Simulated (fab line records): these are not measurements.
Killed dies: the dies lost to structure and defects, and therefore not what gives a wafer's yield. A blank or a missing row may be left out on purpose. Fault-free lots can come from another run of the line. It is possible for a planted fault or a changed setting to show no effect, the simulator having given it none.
Code-filled problem report in 8D (eight disciplines) form | flow gf180mcu | the parts of the form that need people (team, actions taken, sign-off) are left out

1. THE ISSUE
Mean of beam_energy_keV at GF_DNWELL_IMPLANT_07: 1473.3 across 6 wafers in 2 lots; on wafers with no fault it is 1500.1 (standard deviation 0.5). That puts it -54 standard deviations away from the usual mean.
The first sign was on wafer L450.2 at day 5 11:25, on implanter-04. Wafers with a number at this step in the record: 18, from 6 lots. Rule for "out" (also "out of limits"): further than 4 standard deviations from the usual mean. Any other wafer with a number is counted as sound.

2. WHAT THIS IS AND IS NOT
question                    | is                     | is not
which readings at this step | beam_energy_keV        | dose_ions_cm2
which lots                  | L450, L454             | L443, L444, L458, L460
which wafers of those lots  | all that have a number | -
read on which tools         | implanter-04           | implanter-01, implanter-03
when                        | from day 5 11:25       | up to then (6 sound wafers); but 6 sound wafers of L458, L460 came after

3. THE SUSPECTS, EACH WITH WHAT RULES IT OUT
Counting: a tool at any process step up to the reading remains a suspect when it ran all the lots that are out and ran no sound lot after the first of those.
- implanter-04 at GF_DNWELL_IMPLANT_07: kept. It processed each lot that is out, first L450 at day 5 11:25, and no sound lot thereafter; up to then, the last sound lot it processed was L444 at day 4 04:43. Its own beam_energy_keV readings are out on those wafers.
Remaining after the count: implanter-04 at GF_DNWELL_IMPLANT_07.

4. THE CAUSE (what the simulator had put in)
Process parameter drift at GF_DNWELL_IMPLANT_07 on implanter-04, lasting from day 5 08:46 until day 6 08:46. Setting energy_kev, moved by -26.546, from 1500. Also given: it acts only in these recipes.
Counting left only this tool.

5. THE CHAIN OF EFFECTS, in route order
Rows list readings where the struck wafers' mean (over those with a number) sits beyond 3 standard deviations from the usual. Only readings for which the record gives a usual standard deviation are gone through. hours: the time from each lot's start at the first step in this table that gives one to its start at this step, as a median over the lots. sigmas: the change in usual standard deviations.
hours | step                 | reading         | usual  | on struck wafers | change | sigmas
0     | GF_DNWELL_IMPLANT_07 | beam_energy_keV | 1500.1 | 1473.3           | -26.8  | -54
Its process steps:
- GF_DNWELL_IMPLANT_07

6. WHAT WOULD HAVE CAUGHT IT SOONER
The fault began at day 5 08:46; the first out-of-limits reading in this record came at day 5 11:25, 3 hours later.
